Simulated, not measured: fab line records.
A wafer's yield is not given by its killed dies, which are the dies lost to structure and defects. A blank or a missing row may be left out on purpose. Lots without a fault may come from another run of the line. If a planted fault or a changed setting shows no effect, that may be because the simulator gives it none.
Problem report in the 8D (eight disciplines) form, filled by code || flow sky130 || the parts of the form that need people (team, actions taken, sign-off) are left out

## 1. PROBLEM STATEMENT
A mean of 109.03 s is read at SKY_VIA2_SOFTBAKE_08 for run_length_s, taken on 1 wafer of 1 lot, against 119.15 s (standard deviation 0.18) on wafers free of any fault. That puts it -56 standard deviations away from the usual mean.
The step: time 90 s.
The first sign was on wafer L233.1 at day 37 13:00, on litho_track-02. At this step, 39 wafers from 13 lots have a number in the record. Rule for "out", or "out of limits": more than 4 standard deviations from the usual mean. All remaining wafers that have a number are taken as sound.

## 2. WHAT IT IS, WHAT IT ISN'T
{"question": "which readings at this step", "is": "run_length_s, heater_power_total_W", "is not": "-"}
{"question": "which lots", "is": "L233", "is not": "L227, L228, L230, L239, L241, L243, L244, L245, L246, L248, L249, L250"}
{"question": "which wafers of those lots", "is": "L233.1", "is not": "L233.2, L233.3"}
{"question": "read on which tools", "is": "litho_track-02", "is not": "litho_track-03, litho_track-04"}
{"question": "when", "is": "from day 37 13:00", "is not": "up to then (11 sound wafers); but 27 sound wafers of L239, L241, L243, L244, L245, L246, L248, L249, L250 came after"}

## 3. SUSPECTS, AND WHAT RULES EACH OUT
Counting: any tool at a process step up to the reading remains a suspect provided it ran every lot that is out. Sound lots after the first of them don't rule it out here, since some wafers of a struck lot are sound.
- pvd_sputter-02 at SKY_VIA1_SPUTTER_20 (material TiN, target thk 20 nm, time 80 s): kept. L233, the lot that is out, went through it at day 35 21:52; up to then, the latest sound lot through it was L230 at day 35 06:05.
- litho_track-02 at SKY_VIA2_SOFTBAKE_08 (time 90 s): kept. L233, the lot that is out, went through it at day 37 13:00; up to then, the latest sound lot through it was L230 at day 36 22:00. On those wafers its own readings are out: heater_power_total_W, run_length_s.
After counting, pvd_sputter-02 at SKY_VIA1_SPUTTER_20 and litho_track-02 at SKY_VIA2_SOFTBAKE_08 remain.

## 4. THE CAUSE (what the simulator had put in)
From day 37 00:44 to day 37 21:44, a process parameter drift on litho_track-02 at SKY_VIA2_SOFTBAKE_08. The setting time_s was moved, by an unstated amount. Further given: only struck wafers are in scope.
Counting left 2 suspects, and this tool is among them.

## 5. THE EFFECT CHAIN, in route order
Each row: a reading where the mean over the struck wafers with a number is more than 3 standard deviations away from the usual. Readings are gone through only where the record gives a usual standard deviation; hours: the median, over the lots, of the time from a lot's start at the first step in this table giving one to that lot's start at this step; sigmas: the change measured in usual standard deviations.
{"hours": 0, "step": "SKY_VIA2_SOFTBAKE_08", "reading": "heater_power_total_W", "usual": "57.36 W", "on struck wafers": 59.75, "change": "+2.39", "sigmas": "+20"}
{"hours": 0, "step": "SKY_VIA2_SOFTBAKE_08", "reading": "run_length_s", "usual": "119.15 s", "on struck wafers": 109.03, "change": -10.12, "sigmas": -56}
The process steps in it:
- SKY_VIA2_SOFTBAKE_08: time 90 s.
Readings that are blank on the struck wafers while sound wafers have them: plate_temp_C at SKY_VIA2_SOFTBAKE_08.

## 6. WHAT WOULD HAVE CAUGHT IT SOONER
First out-of-limits reading in this record: day 37 13:00, which is 12 hours after fault onset at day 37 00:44.
